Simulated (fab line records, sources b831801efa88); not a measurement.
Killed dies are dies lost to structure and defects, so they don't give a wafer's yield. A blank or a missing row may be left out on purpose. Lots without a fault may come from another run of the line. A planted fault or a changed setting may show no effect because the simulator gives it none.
fab line records | flow sky130
record lots=9 wafers=27 last_day=50
route steps=708 shown POLY_CUT@319 SD_N@346 LOCAL_INTERCONNECT@389 CONTACT@420 PAD_OPEN@708
lots that met no fault: from a run of the same line without faults
start_h: hours from the record's first day to the start of the lot's first wafer shown | wait_h: hours since the lot's step before | " the same as in the row above | L1.1+2: a row that stands for several wafers | - no value, or no start given | * or withheld: withheld | < > ~ a bound
route shown NAME@n: a module of which the file shows steps, and the number in the route of the first | usual: mean/standard deviation of fault-free wafers | same: alike in all rows | chamber/n: place in a boat | sites: the reading at each site | _std_site: their standard deviation | _edge_site: outer sites' mean less inner sites' | radius_mm: how far each site lies from the wafer's centre | mask NAME#n: copy n | behind: the tool/chamber that last shaped the wafer | hold: why the lot was held/for how many hours/how that ended | device: the transistor (n, p or np) that didn't switch | end of line: the same wafers' tests at the end of the route | a step without rows: its recipe alone | killed: dies lost to structure and defects at the first sort, not the wafer's yield | map: a wafer's dies, x killed, . not, _ none there
set.NAME: the setting as run; set.NAME@STEP: as run at that earlier step | model.NAME: the simulator's own value behind a step, which no gauge read
steps of the route over a sample of lots; a table a step, a row a wafer
services: from which hour (start_h, from the record's first day; less than 0 if before it) a tool's chamber was out of use, for how many hours, and why
## steps
# step SKY_POLY_CUT_STRIP_12
# recipe chemistry=O2/N2 power_w=1400 pressure_mtorr=1500 platen_temp_c=withheld o2_flow_sccm=3000 n2_flow_sccm=300 overash_fraction=0.5
# usual drypump_motor_current_A=5.5/0.46 oes_product_au=0.452/0.0048 strip_time_to_endpoint_s=5.358/0.017
# columns lot.wafer tool chamber start_h wait_h drypump_motor_current_A oes_product_au rf_hours_counter_h strip_time_to_endpoint_s
L287.2 plasma_asher-03 1 579.24 0.0 5.0 0.449 93 5.354
L287.5 " 1 " " 4.9 0.443 - 5.332
L287.6 " 0 " " 6.0 0.451 - 5.338
L289.2 plasma_asher-01 0 598.35 0.0 4.9 0.450 16 5.361
L289.3 " 0 " " 4.9 0.451 - 5.369
L289.5 " 1 " " 5.8 0.446 - 5.362
L286.3 plasma_asher-01 1 598.81 0.1 5.8 0.461 - 5.353
L286.4 " 0 " " 4.9 0.463 - 5.362
L286.5 " 1 " " 5.8 0.447 - 5.367
L288.2 plasma_asher-02 1 598.84 0.0 5.4 0.448 79 5.367
L288.3 " 0 " " 6.0 0.442 - 5.372
L288.6 " 0 " " 6.0 0.456 - 5.351
L290.1 plasma_asher-03 1 599.95 0.0 5.0 0.452 94 5.379
L290.3 " 0 " " 6.0 0.452 - 5.368
L290.5 " 1 " " 5.0 0.457 - 5.366
L296.2 plasma_asher-03 0 645.80 0.0 6.0 0.451 99 5.368
L296.4 " 1 " " 5.0 0.460 - 5.353
L296.6 " 1 " " 5.0 0.450 - 5.356
L295.3 plasma_asher-02 1 645.86 0.1 5.4 0.448 - 5.383
L295.4 " 0 " " 6.0 0.464 - 5.365
L295.6 " 1 " " 5.4 0.455 - 5.398
L301.2 plasma_asher-03 1 709.93 0.0 5.0 0.454 106 5.325
L301.4 " 1 " " 5.0 0.447 - 5.317
L301.6 " 0 " " 6.0 0.450 - 5.347
L303.1 plasma_asher-02 0 719.68 0.0 6.0 0.451 90 5.348
L303.2 " 1 " " 5.4 0.455 90 5.347
L303.4 " 0 " " 6.0 0.456 - 5.361
# step SKY_SD_N_EXPOSE_04
# recipe mask_id=NSDM na=0.6 source_shape=conventional sigma_outer=0.6 polarization=unpolarized target_cd_nm=380 dose_mj=141
# usual focus_offset_nm=0.0/0.54 reticle_temp_C=23.02/0.11
# same sigma_outer=0.6
# columns lot.wafer tool chamber start_h wait_h mask focus_offset_nm reticle_temp_C
L287.2 iline_stepper-01 0 651.49 - NSDM#0 -0.2 23.19
L287.5 " 0 " " NSDM#0 -0.7 22.90
L287.6 " 0 " " NSDM#0 -0.9 22.98
L289.2 iline_stepper-02 0 669.48 - NSDM#0 0.8 22.87
L289.3 " 0 " " NSDM#0 1.0 22.90
L289.5 " 0 " " NSDM#0 0.9 23.04
L286.3 iline_stepper-01 0 669.77 - NSDM#0 0.2 23.00
L286.4 " 0 " " NSDM#0 0.4 23.00
L286.5 " 0 " " NSDM#0 -0.3 22.98
L288.2 iline_stepper-02 0 670.94 - NSDM#0 -0.4 23.26
L288.3 " 0 " " NSDM#0 0.0 23.12
L288.6 " 0 " " NSDM#0 -0.3 23.22
L290.1 iline_stepper-02 0 672.29 - NSDM#0 0.2 22.99
L290.3 " 0 " " NSDM#0 0.5 23.04
L290.5 " 0 " " NSDM#0 -0.4 22.98
L296.2 iline_stepper-02 0 716.08 - NSDM#0 -0.6 22.94
L296.4 " 0 " " NSDM#0 -0.9 22.95
L296.6 " 0 " " NSDM#0 0.1 23.07
L295.3 iline_stepper-02 0 716.89 - NSDM#0 -0.3 22.97
L295.4 " 0 " " NSDM#0 0.7 23.21
L295.6 " 0 " " NSDM#0 -0.2 23.15
L301.2 iline_stepper-01 0 777.94 - NSDM#0 -0.4 22.90
L301.4 " 0 " " NSDM#0 0.0 22.87
L301.6 " 0 " " NSDM#0 0.8 22.91
L303.1 iline_stepper-01 0 788.43 - NSDM#0 0.6 23.02
L303.2 " 0 " " NSDM#0 -0.1 22.75
L303.4 " 0 " " NSDM#0 -0.2 23.08
# step SKY_SD_N_OVL_MEAS_08
# usual SD_N_OVL=0.4/1.5
# columns lot.wafer tool chamber start_h wait_h SD_N_OVL[nm]
L287.2 overlay-01 - 666.13 0.1 0.4
L287.5 " - " " 0.4
L287.6 " - " " 0.0
L289.2 overlay-01 - 683.82 0.1 0.5
L289.3 " - " " 2.5
L289.5 " - " " -1.0
L286.3 overlay-02 - 684.23 0.1 0.1
L286.4 " - " " 0.2
L286.5 " - " " -1.2
L288.2 overlay-01 - 684.98 0.1 3.0
L288.3 " - " " 3.2
L288.6 " - " " 2.2
L290.1 overlay-02 - 686.38 0.1 1.2
L290.3 " - " " -0.4
L290.5 " - " " 1.7
L296.2 overlay-01 - 729.83 0.1 214.0
L296.4 " - " " 213.3
L296.6 " - " " 213.4
L295.3 overlay-02 - 730.74 0.1 213.6
L295.4 " - " " 212.7
L295.6 " - " " 213.2
L301.2 overlay-01 - 790.58 0.1 2.0
L301.4 " - " " 1.8
L301.6 " - " " 1.1
L303.1 overlay-01 - 801.88 0.1 2.1
L303.2 " - " " 3.4
L303.4 " - " " 3.6
# step SKY_LOCAL_INTERCONNECT_THK_MEAS_02
# recipe thk_meas_gauge=xrf reads=TiN_of_LOCAL_INTERCONNECT_SPUTTER_00
# usual LOCAL_INTERCONNECT_TIN_THK=98.8/1.5
# columns lot.wafer tool chamber start_h wait_h LOCAL_INTERCONNECT_TIN_THK[nm]
L287.2 film_metro-04 - 697.23 0.1 99.5
L287.5 " - " " 99.3
L287.6 " - " " 99.3
L289.2 film_metro-01 - 715.01 0.1 97.5
L289.3 " - " " 99.5
L289.5 " - " " 98.6
L286.3 film_metro-04 - 716.04 0.1 96.9
L286.4 " - " " 99.8
L286.5 " - " " 96.6
L288.2 film_metro-04 - 716.38 0.1 100.0
L288.3 " - " " 99.8
L288.6 " - " " 100.6
L290.1 film_metro-01 - 717.59 0.1 97.8
L290.3 " - " " 99.0
L290.5 " - " " 99.9
L296.2 film_metro-04 - 760.55 0.1 97.2
L296.4 " - " " 98.2
L296.6 " - " " 99.7
L295.3 film_metro-04 - 761.79 0.1 100.5
L295.4 " - " " 99.2
L295.6 " - " " 99.2
L301.2 film_metro-03 - 820.45 0.1 98.4
L301.4 " - " " 99.3
L301.6 " - " " 101.1
L303.1 film_metro-03 - 831.70 0.1 100.2
L303.2 " - " " 99.3
L303.4 " - " " 101.6
# step SKY_CONTACT_CD_MEAS_14
# recipe target_cd_nm=170
# usual cd_nm=170.0/1.4
# columns lot.wafer tool chamber start_h wait_h cd_nm
L287.2 cd_sem-01 - 754.99 - 170.4
L287.5 " - " " 168.9
L287.6 " - " " 169.9
L289.2 cd_sem-01 - 772.48 - 173.4
L289.3 " - " " 171.7
L289.5 " - " " 172.6
L286.3 cd_sem-01 - 772.85 - 170.4
L286.4 " - " " 170.6
L286.5 " - " " 170.9
L288.2 cd_sem-02 - 773.72 - 168.9
L288.3 " - " " 170.0
L288.6 " - " " 169.0
L290.1 cd_sem-01 - 774.87 - 169.9
L290.3 " - " " 170.9
L290.5 " - " " 170.7
L296.2 cd_sem-02 - 814.54 - 167.0
L296.4 " - " " 168.4
L296.6 " - " " 166.4
L295.3 cd_sem-02 - 816.81 - 171.8
L295.4 " - " " 170.5
L295.6 " - " " 170.6
L301.2 cd_sem-02 - 873.53 - 168.2
L301.4 " - " " 168.0
L301.6 " - " " 168.6
L303.1 cd_sem-02 - 884.26 - 169.9
L303.2 " - " " 168.4
L303.4 " - " " 170.2
# step SKY_PAD_OPEN_PROBE_99
# usual killed_at_M0_to_M3=45/7.5 killed_at_M4_up=2.8/1.9 killed_at_contacts=25/5.5 killed_at_front_end=14/4 killed_at_other=0.3/0.75 killed_dies=87/9.4 killed_on_rim=17/3.8 killed_open=47/6.6 killed_short=39/6.6
# same gross_dies=492 killed_at_back_side=0
# columns lot.wafer tool chamber start_h wait_h killed_at_M0_to_M3 killed_at_M4_up killed_at_contacts killed_at_front_end killed_at_other killed_dies killed_on_rim killed_open killed_short
L296.2 prober-01 - 1138.67 0.1 48 2 23 419 0 492 96 52 34
L296.4 prober-01 - 1138.77 0.2 40 6 20 425 1 492 96 46 44
L296.6 prober-01 - 1138.87 0.2 36 3 30 423 0 492 96 45 42
L295.3 prober-02 - 1139.73 0.2 46 2 20 424 0 492 96 46 35
L295.4 prober-02 - 1139.78 0.2 38 1 26 427 0 492 96 47 32
L295.6 prober-02 - 1139.88 0.2 50 3 29 410 0 492 96 54 46
L303.1 prober-02 - 1188.07 0.1 46 0 17 18 1 82 15 45 37
L303.2 prober-02 - 1188.12 0.1 45 5 20 13 0 83 16 41 42
L303.4 prober-02 - 1188.22 0.2 47 1 16 7 0 71 17 42 29
# killed by level:class
L296.2 SD_N:overlay=406 VIA1:geometric_particle:open=15 CONTACT:geometric_particle:open=11 METAL2:geometric_particle:short=8 VIA3:geometric_particle:open=6 FIELD_ISO:geometric_particle:open=5 VIA2:geometric_particle:open=5 LOCAL_INTERCONNECT:geometric_particle:short=4
L296.4 SD_N:overlay=402 CONTACT:geometric_particle:open=9 FIELD_ISO:geometric_particle:open=9 METAL2:geometric_particle:short=9 VIA1:geometric_particle:open=7 VIA3:geometric_particle:open=6 VIA2:geometric_particle:open=6 METAL4:geometric_particle:short=5
L296.6 SD_N:overlay=405 CONTACT:geometric_particle:open=10 LI_CONTACT:geometric_particle:open=9 FIELD_ISO:geometric_particle:open=7 METAL2:geometric_particle:short=7 FIELD_ISO:geometric_particle:short=6 VIA1:geometric_particle:open=6 LOCAL_INTERCONNECT:geometric_particle:short=6
L295.3 SD_N:overlay=411 METAL2:geometric_particle:short=9 VIA3:geometric_particle:open=9 CONTACT:geometric_particle:open=8 VIA1:geometric_particle:open=8 VIA2:geometric_particle:open=6 LI_CONTACT:geometric_particle:open=5 FIELD_ISO:geometric_particle:open=4
L295.4 SD_N:overlay=413 CONTACT:geometric_particle:open=14 VIA1:geometric_particle:open=10 CONTACT:geometric_particle:short=5 VIA2:geometric_particle:short=5 VIA2:geometric_particle:open=5 POLY_GATE:geometric_particle:open=4 LI_CONTACT:geometric_particle:open=4
L295.6 SD_N:overlay=392 LI_CONTACT:geometric_particle:open=10 CONTACT:geometric_particle:open=10 METAL2:geometric_particle:short=9 VIA2:geometric_particle:open=8 FIELD_ISO:geometric_particle:short=7 VIA1:geometric_particle:open=7 VIA3:geometric_particle:open=7
L303.1 VIA1:geometric_particle:open=15 FIELD_ISO:geometric_particle:short=6 METAL1:geometric_particle:short=6 POLY_GATE:geometric_particle:open=5 LOCAL_INTERCONNECT:geometric_particle:short=5 CONTACT:geometric_particle:open=5 VIA2:geometric_particle:open=5 LI_CONTACT:geometric_particle:open=4
L303.2 VIA1:geometric_particle:open=8 VIA1:geometric_particle:short=8 LI_CONTACT:geometric_particle:open=7 VIA3:geometric_particle:open=7 METAL1:geometric_particle:short=6 CONTACT:geometric_particle:open=5 VIA2:geometric_particle:open=5 FIELD_ISO:geometric_particle:open=4
L303.4 VIA1:geometric_particle:open=12 VIA1:geometric_particle:short=9 LI_CONTACT:geometric_particle:open=8 VIA3:geometric_particle:open=6 METAL2:geometric_particle:short=5 METAL1:geometric_particle:short=4 VIA2:geometric_particle:open=4 CONTACT:geometric_particle:open=3
## services
# columns tool chamber start_h hours kind
plasma_asher-01 - 557.41 2.3 repair
plasma_asher-03 - 568.71 1.1 repair
plasma_asher-03 - 570.49 1.9 repair
plasma_asher-01 - 641.11 6.0 repair
iline_stepper-02 - 641.29 2.9 repair
iline_stepper-02 - 655.66 1.7 pm
plasma_asher-03 - 681.42 1.1 repair
plasma_asher-01 - 686.55 2.7 repair
plasma_asher-01 - 693.12 0.7 repair
plasma_asher-02 - 696.93 8.1 repair
iline_stepper-01 - 730.96 1.7 pm
plasma_asher-01 - 732.49 1.1 repair
plasma_asher-03 - 733.75 9.0 pm
plasma_asher-03 0 733.75 9.0 vent_cycle
plasma_asher-03 1 733.75 9.0 vent_cycle
plasma_asher-03 0 742.75 - clean
plasma_asher-03 1 742.75 - clean
iline_stepper-01 - 759.47 2.6 repair
## key
first_sign step=SKY_SD_N_OVL_MEAS_08 reading=SD_N_OVL direction=up sigmas=99+ usual=0.4 struck=213.4
effect step=SKY_PAD_OPEN_PROBE_99 reading=killed_at_front_end direction=up sigmas=99+ usual=14 struck=421
more_kills_born_at SKY_SD_N_EXPOSE_04@iline_stepper-02=2429
met_at SKY_SD_N_EXPOSE_04
struck_lots L295,L296
tester_left_out L295,L296
not_acting_at SKY_POLY_CUT_STRIP_12,SKY_LOCAL_INTERCONNECT_THK_MEAS_02,SKY_CONTACT_CD_MEAS_14
onset_between 672.29 716.08
fault kind=scanner_matching_overlay tool=iline_stepper-02 chamber=- onset_h=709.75 steps=SKY_SD_N_EXPOSE_04 offset=213.93
# tester_left_out: of these lots the tester's yield and bins aren't shown, on N5 and GAA mostly nor the transistor test; their killed dies are dies lost to structure and defects alone, not to doping, threshold or leakage, so they don't give the yield
